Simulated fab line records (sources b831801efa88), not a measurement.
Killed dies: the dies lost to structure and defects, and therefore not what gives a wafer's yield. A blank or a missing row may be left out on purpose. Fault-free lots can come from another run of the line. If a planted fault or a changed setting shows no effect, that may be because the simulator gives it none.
Chamber matching :: flow gf180mcu :: GF_CONTACT_CMP_04 on cmp-02: 4 sister chambers
The step polishes SiO2. 8 wafers are shown with their chamber, then 7 later ones without.

== WAFERS PAIRED WITH THEIR CHAMBERS ==
wafer: L983.4
chamber: 2
motor current A (A): 11.2
time to endpoint s (s): 117

wafer: L983.5
chamber: 0
motor current A (A): 11.1
time to endpoint s (s): 109

wafer: L985.1
chamber: 1
motor current A (A): 10.7
time to endpoint s (s): 117

wafer: L988.3
chamber: 0
motor current A (A): 11.7
time to endpoint s (s): 90

wafer: L988.4
chamber: 3
motor current A (A): 12.5
time to endpoint s (s): 93

wafer: L988.6
chamber: 1
motor current A (A): 11.2
time to endpoint s (s): 99

wafer: L992.3
chamber: 2
motor current A (A): 10.1
time to endpoint s (s): 105

wafer: L992.4
chamber: 3
motor current A (A): 11.5
time to endpoint s (s): 105

== WAFERS MISSING THEIR CHAMBER ==
wafer: L992.5
motor current A (A): 12.7
time to endpoint s (s): 100

wafer: L100.1
motor current A (A): 11.7
time to endpoint s (s): 106

wafer: L100.2
motor current A (A): 10.9
time to endpoint s (s): 117

wafer: L100.4
motor current A (A): 10.5
time to endpoint s (s): 112

wafer: L102.1
motor current A (A): 11.0
time to endpoint s (s): 113

wafer: L102.2
motor current A (A): 11.2
time to endpoint s (s): 106

wafer: L102.6
motor current A (A): 11.5
time to endpoint s (s): 108

== WHICH CHAMBER EACH ONE RAN IN ==
wafer: L992.5
from the rows above: can't be placed: 3 or 0 or 1
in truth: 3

wafer: L100.1
from the rows above: can't be placed: 0 or 3 or 1 or 2
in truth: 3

wafer: L100.2
from the rows above: can't be placed: 2 or 1 or 0 or 3
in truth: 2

wafer: L100.4
from the rows above: can't be placed: 2 or 1 or 0
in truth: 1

wafer: L102.1
from the rows above: can't be placed: 1 or 2 or 0 or 3
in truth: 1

wafer: L102.2
from the rows above: can't be placed: 1 or 0 or 2 or 3
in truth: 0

wafer: L102.6
from the rows above: can't be placed: 0 or 1 or 3 or 2
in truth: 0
Correctly placed: 0 of 7. From these rows, 7 cannot be placed; in 7 the true chamber is one of the candidates. Wrongly placed: 0.
How it was worked out, from the rows above alone: a wafer's distance from a chamber is the root of the sum, over the readings, of the square of ((its reading less the chamber's mean) divided by the reading's scatter). If the next closest chamber is less than 2 further off than the closest, the wafer can't be placed; otherwise it belongs to the closest. Each chamber's mean is taken over the wafers shown for it. The scatter: take each reading less its chamber's mean, square it, sum over the shown wafers, divide by the number of wafers less the number of chambers, and take the root.
